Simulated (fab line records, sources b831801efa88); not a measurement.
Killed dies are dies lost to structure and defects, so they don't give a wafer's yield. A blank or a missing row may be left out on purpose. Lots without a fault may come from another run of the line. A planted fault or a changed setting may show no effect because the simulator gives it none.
fab line records | flow sky130
record lots=6 wafers=18 last_day=49
route steps=708 shown SONOS_ONO@186 GATE_OXIDE@187 PAD_OPEN@708
lots that met no fault: from a run of the same line without faults
start_h: hours from the record's first day to the start of the lot's first wafer shown | wait_h: hours since the lot's step before | " the same as in the row above | L1.1+2: a row that stands for several wafers | - no value, or no start given | * or withheld: withheld | < > ~ a bound
route shown NAME@n: a module of which the file shows steps, and the number in the route of the first | usual: mean/standard deviation of fault-free wafers | same: alike in all rows | chamber/n: place in a boat | sites: the reading at each site | _std_site: their standard deviation | _edge_site: outer sites' mean less inner sites' | radius_mm: how far each site lies from the wafer's centre | mask NAME#n: copy n | behind: the tool/chamber that last shaped the wafer | hold: why the lot was held/for how many hours/how that ended | device: the transistor (n, p or np) that didn't switch | end of line: the same wafers' tests at the end of the route | a step without rows: its recipe alone | killed: dies lost to structure and defects at the first sort, not the wafer's yield | map: a wafer's dies, x killed, . not, _ none there
set.NAME: the setting as run; set.NAME@STEP: as run at that earlier step | model.NAME: the simulator's own value behind a step, which no gauge read
lots at some steps of the route; a table a step, a row a wafer
services: from which hour (start_h, from the record's first day; less than 0 if before it) a tool's chamber was out of use, for how many hours, and why
## steps
# step SKY_SONOS_ONO_WET_ETCH_18
# recipe chemistry=H3PO4 target_depth_nm=15 target=Si3N4 temp_c=160 time_s=172
# step SKY_GATE_OXIDE_CLEAN_00
# recipe chemistry=SC1/SC2 mix=1:4:20 temp_c=70 time_s=150 dry=n2_spin
# step SKY_GATE_OXIDE_OXIDATION_01
# recipe temp_c=900 ambient=O2 stabilise_s=600 purge_s=300 target_thk_a=102.68 ox_time_s=1473
# step SKY_GATE_OXIDE_THK_MEAS_02
# recipe reads=SiO2_of_GATE_OXIDE_OXIDATION_01
# usual GATE_OXIDE_OXIDATION_00_THK=10.15/0.18
# columns lot.wafer tool chamber start_h wait_h GATE_OXIDE_OXIDATION_00_THK[nm]
L342.2 film_metro-03 - 305.11 0.0 10.11
L342.4 " - " " 9.76
L342.5 " - " " 10.01
L346.1 film_metro-01 - 334.27 0.0 9.85
L346.5 " - " " 9.88
L346.6 " - " " 9.87
L352.1 film_metro-03 - 388.17 0.0 10.22
L352.2 " - " " 9.96
L352.3 " - " " 10.15
L355.1 film_metro-03 - 409.26 0.0 10.07
L355.3 " - " " 10.26
L355.6 " - " " 9.90
L359.3 film_metro-03 - 439.46 0.0 10.30
L359.5 " - " " 10.41
L359.6 " - " " 10.46
L360.3 film_metro-02 - 444.79 0.0 10.31
L360.5 " - " " 10.24
L360.6 " - " " 10.28
# step SKY_GATE_OXIDE_DEHYDRATE_03
# recipe temp_c=200 time_s=60
# step SKY_GATE_OXIDE_HMDS_04
# recipe prime_time_s=60 prime_temp_c=120
# step SKY_GATE_OXIDE_COAT_05
# recipe resist=NOVOLAK spin_rpm=3000 resist_thk_nm=1140
# step SKY_GATE_OXIDE_SOFTBAKE_06
# recipe temp_c=90 time_s=60 resist=NOVOLAK
# step SKY_GATE_OXIDE_EXPOSE_07
# recipe mask_id=LVOM na=0.6 source_shape=conventional sigma_outer=0.6 polarization=unpolarized target_cd_nm=600 dose_mj=170
# step SKY_GATE_OXIDE_PEB_08
# recipe temp_c=withheld time_s=* resist=NOVOLAK
# step SKY_GATE_OXIDE_DEVELOP_09
# recipe resist=NOVOLAK developer=TMAH develop_time_s=58.9 dev_temp_c=23
# step SKY_GATE_OXIDE_OVL_MEAS_10
# usual GATE_OXIDE_OVL=-0.7/1.1
# columns lot.wafer tool chamber start_h wait_h GATE_OXIDE_OVL[nm]
L342.2 overlay-01 - 330.71 0.1 -2.6
L342.4 " - " " -0.9
L342.5 " - " " -0.5
L346.1 overlay-01 - 361.50 0.1 0.2
L346.5 " - " " -0.4
L346.6 " - " " -0.6
L352.1 overlay-02 - 416.95 0.1 -0.2
L352.2 " - " " -0.3
L352.3 " - " " -2.7
L355.1 overlay-01 - 439.80 0.1 0.1
L355.3 " - " " 0.8
L355.6 " - " " -2.3
L359.3 overlay-02 - 468.83 0.1 0.3
L359.5 " - " " -1.8
L359.6 " - " " -2.8
L360.3 overlay-02 - 474.88 0.1 0.9
L360.5 " - " " -1.6
L360.6 " - " " 0.1
# step SKY_GATE_OXIDE_IMPLANT_11
# recipe species=B energy_kev=10 dose_cm2=2.6e+12 tilt_deg=withheld
# columns lot.wafer tool chamber start_h wait_h
L342.2+4+5 implanter-04 0 330.76 0.0
L346.1+5+6 implanter-03 0 361.54 0.0
L352.1+2+3 implanter-01 0 416.99 0.0
L355.1+3+6 implanter-01 0 439.84 0.0
L359.3+5+6 implanter-04 0 468.91 0.1
L359.3+5+6 implanter-04 0 469.22 0.3
L360.3+5+6 implanter-04 0 474.96 0.1
L360.3+5+6 implanter-04 0 475.27 0.3
# step SKY_GATE_OXIDE_WET_ETCH_12
# recipe chemistry=dHF target_depth_nm=16.8 dry=n2_spin target=SiO2 dilution=100:1 temp_c=25 time_s=336
# step SKY_GATE_OXIDE_STRIP_13
# recipe chemistry=O2/N2 power_w=1400 pressure_mtorr=1500 platen_temp_c=withheld o2_flow_sccm=3000 n2_flow_sccm=300 overash_fraction=0.5
# usual chamber_pressure_mTorr=1500.1/1.5 drypump_motor_current_A=5.5/0.4 o2_flow_sccm=3001/9.3 oes_product_au=0.716/0.0043 strip_time_to_endpoint_s=14.19/0.04
# columns lot.wafer tool chamber start_h wait_h chamber_pressure_mTorr drypump_motor_current_A o2_flow_sccm oes_product_au rf_hours_counter_h strip_time_to_endpoint_s
L342.2 plasma_asher-04 1 331.00 0.0 1502.6 5.0 3001 0.713 63 14.10
L342.4 " 0 " " 1500.3 6.0 2985 0.718 - 14.12
L342.5 " 0 " " 1501.4 6.0 2996 0.715 - 14.12
L346.1 plasma_asher-04 0 361.79 0.0 1498.2 6.0 2998 0.712 66 14.16
L346.5 " 1 " " 1498.4 5.0 2994 0.720 - 14.15
L346.6 " 0 " " 1498.4 6.0 3013 0.723 - 14.14
L352.1 plasma_asher-03 0 417.24 0.0 1502.4 5.1 2992 0.718 61 14.18
L352.2 " 1 " " 1498.4 5.9 3000 0.715 61 14.17
L352.3 " 0 " " 1499.5 5.0 3013 0.711 - 14.23
L355.1 plasma_asher-03 1 440.09 0.0 1498.9 5.9 2995 0.720 64 14.18
L355.3 " 0 " " 1500.2 5.0 3020 0.716 - 14.13
L355.6 " 0 " " 1499.5 5.0 3003 0.716 - 14.16
L359.3 plasma_asher-01 1 469.47 0.0 1497.6 5.6 2989 0.713 - 14.20
L359.5 " 1 " " 1501.2 5.7 2996 0.716 - 14.23
L359.6 " 0 " " 1499.3 5.7 3001 0.711 - 14.20
L360.3 plasma_asher-03 1 475.51 0.0 1498.3 5.9 2986 0.717 - 14.17
L360.5 " 1 " " 1500.2 5.9 2981 0.720 - 14.18
L360.6 " 0 " " 1501.1 5.0 2996 0.717 - 14.19
# step SKY_GATE_OXIDE_TW_MEAS_14
# usual GATE_OXIDE_TW=223.3/1.6
# columns lot.wafer tool chamber start_h wait_h GATE_OXIDE_TW
L342.2 film_metro-01 - 331.11 0.1 223.7
L342.4 " - " " 222.9
L342.5 " - " " 223.4
L346.1 film_metro-02 - 361.89 0.1 219.5
L346.5 " - " " 219.3
L346.6 " - " " 220.7
L352.1 film_metro-01 - 417.34 0.1 222.5
L352.2 " - " " 223.1
L352.3 " - " " 222.3
L355.1 film_metro-03 - 440.19 0.1 222.8
L355.3 " - " " 222.8
L355.6 " - " " 223.8
L359.3 film_metro-02 - 469.55 0.1 269.5
L359.5 " - " " 270.6
L359.6 " - " " 270.1
L359.3 film_metro-02 - 469.78 0.2 271.0
L359.5 " - " " 270.1
L359.6 " - " " 269.0
L360.3 film_metro-03 - 475.59 0.1 274.6
L360.5 " - " " 276.2
L360.6 " - " " 274.6
L360.3 film_metro-03 - 475.82 0.2 275.6
L360.5 " - " " 275.7
L360.6 " - " " 275.5
# step SKY_GATE_OXIDE_CLEAN_15
# recipe chemistry=SC1/SC2 mix=1:4:20 temp_c=70 time_s=150 dry=n2_spin
# step SKY_PAD_OPEN_PROBE_99
# usual killed_at_M0_to_M3=45/7.1 killed_at_M4_up=3.0/1.8 killed_at_contacts=24/5.4 killed_at_front_end=16/4.9 killed_at_other=0.3/0.63 killed_dies=88/11 killed_open=47/7.4 killed_short=40/7
# same gross_dies=492 killed_at_back_side=0
# columns lot.wafer tool chamber start_h wait_h killed_at_M0_to_M3 killed_at_M4_up killed_at_contacts killed_at_front_end killed_at_other killed_dies killed_open killed_short
L346.1 prober-01 - 1112.78 0.1 44 3 31 17 1 96 52 44
L346.5 prober-01 - 1112.98 0.2 37 5 26 13 0 81 48 32
L346.6 prober-01 - 1113.03 0.2 47 1 31 12 0 91 61 30
L355.1 prober-02 - 1167.21 0.1 57 3 22 17 2 101 49 50
L355.3 prober-02 - 1167.31 0.2 39 5 27 18 0 89 57 32
L355.6 prober-02 - 1167.46 0.2 49 0 27 19 2 97 53 43
L360.3 prober-01 - 1184.79 0.2 48 3 31 8 0 90 46 44
L360.5 prober-01 - 1184.89 0.2 37 2 20 11 1 71 37 34
L360.6 prober-01 - 1184.94 0.2 49 2 25 10 1 87 46 41
# killed by level:class
L346.1 VIA1:geometric_particle:open=13 CONTACT:geometric_particle:open=10 LOCAL_INTERCONNECT:geometric_particle:short=8 LI_CONTACT:geometric_particle:open=8 FIELD_ISO:geometric_particle:short=5 METAL2:geometric_particle:short=5 METAL1:geometric_particle:short=5 VIA3:geometric_particle:open=5
L346.5 VIA2:geometric_particle:open=10 CONTACT:geometric_particle:open=9 VIA3:geometric_particle:open=7 LI_CONTACT:geometric_particle:open=6 VIA1:geometric_particle:open=6 LOCAL_INTERCONNECT:geometric_particle:short=5 SPACER:geometric_particle:short=3 LOCAL_INTERCONNECT:geometric_particle:open=3
L346.6 CONTACT:geometric_particle:open=13 VIA1:geometric_particle:open=12 FIELD_ISO:geometric_particle:open=8 LI_CONTACT:geometric_particle:open=8 VIA3:geometric_particle:open=8 VIA2:geometric_particle:open=6 VIA3:geometric_particle:short=5 LOCAL_INTERCONNECT:geometric_particle:short=5
L355.1 VIA3:geometric_particle:open=15 VIA1:geometric_particle:short=9 VIA1:geometric_particle:open=8 METAL1:geometric_particle:short=8 CONTACT:geometric_particle:open=7 VIA2:geometric_particle:short=7 CONTACT:geometric_particle:short=6 POLY_GATE:geometric_particle:short=5
L355.3 VIA1:geometric_particle:open=10 LI_CONTACT:geometric_particle:open=9 VIA3:geometric_particle:open=9 CONTACT:geometric_particle:open=8 POLY_GATE:geometric_particle:short=6 POLY_GATE:geometric_particle:open=6 LOCAL_INTERCONNECT:geometric_particle:short=6 METAL1:geometric_particle:short=6
L355.6 CONTACT:geometric_particle:open=10 LI_CONTACT:geometric_particle:open=8 METAL1:geometric_particle:short=8 CONTACT:geometric_particle:short=7 VIA3:geometric_particle:open=7 VIA1:geometric_particle:open=7 VIA2:geometric_particle:open=7 POLY_GATE:geometric_particle:open=6
L360.3 CONTACT:geometric_particle:open=13 VIA2:geometric_particle:open=8 METAL2:geometric_particle:short=7 LI_CONTACT:geometric_particle:short=6 METAL1:geometric_particle:short=6 VIA3:geometric_particle:open=6 LI_CONTACT:geometric_particle:open=5 VIA1:geometric_particle:open=5
L360.5 VIA2:geometric_particle:open=9 CONTACT:geometric_particle:open=7 VIA3:geometric_particle:open=7 CONTACT:geometric_particle:short=6 LI_CONTACT:geometric_particle:open=5 POLY_GATE:geometric_particle:short=4 METAL3:geometric_particle:short=4 METAL1:geometric_particle:short=4
L360.6 VIA2:geometric_particle:open=10 VIA3:geometric_particle:open=10 CONTACT:geometric_particle:open=8 METAL1:geometric_particle:short=7 LI_CONTACT:geometric_particle:open=6 LOCAL_INTERCONNECT:geometric_particle:short=6 METAL2:geometric_particle:short=6 VIA1:geometric_particle:open=5
## services
# columns tool chamber start_h hours kind
implanter-04 - 332.71 28.8 pm
implanter-01 - 335.64 3.1 repair
implanter-03 - 349.07 3.7 repair
implanter-01 - 371.80 1.2 repair
implanter-04 - 412.58 3.7 repair
implanter-03 - 420.10 2.9 pm
plasma_asher-01 - 421.25 9.0 pm
plasma_asher-01 0 421.25 9.0 vent_cycle
plasma_asher-01 1 421.25 9.0 vent_cycle
implanter-04 - 427.46 15.0 repair
plasma_asher-01 0 430.25 - clean
plasma_asher-01 1 430.25 - clean
implanter-03 - 443.89 3.8 pm
plasma_asher-01 - 450.28 7.5 repair
implanter-04 - 455.88 4.3 pm
## key
first_sign step=SKY_GATE_OXIDE_IMPLANT_11 reading=visit direction=added
effect step=SKY_GATE_OXIDE_TW_MEAS_14 reading=visit direction=added
effect step=SKY_GATE_OXIDE_TW_MEAS_14 reading=GATE_OXIDE_TW direction=up sigmas=31 usual=223.3 struck=272.6
met_at SKY_GATE_OXIDE_IMPLANT_11
struck_wafers L359.3,L359.5,L359.6,L360.3,L360.5,L360.6
tester_left_out L359,L360
fault kind=repeated_step_whole tool=implanter-01,implanter-03,implanter-04 chamber=- onset_h=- steps=SKY_GATE_OXIDE_IMPLANT_11 times=1 scope=struck_lots_only
# tester_left_out: of these lots the tester's yield and bins aren't shown, on N5 and GAA mostly nor the transistor test; their killed dies are dies lost to structure and defects alone, not to doping, threshold or leakage, so they don't give the yield
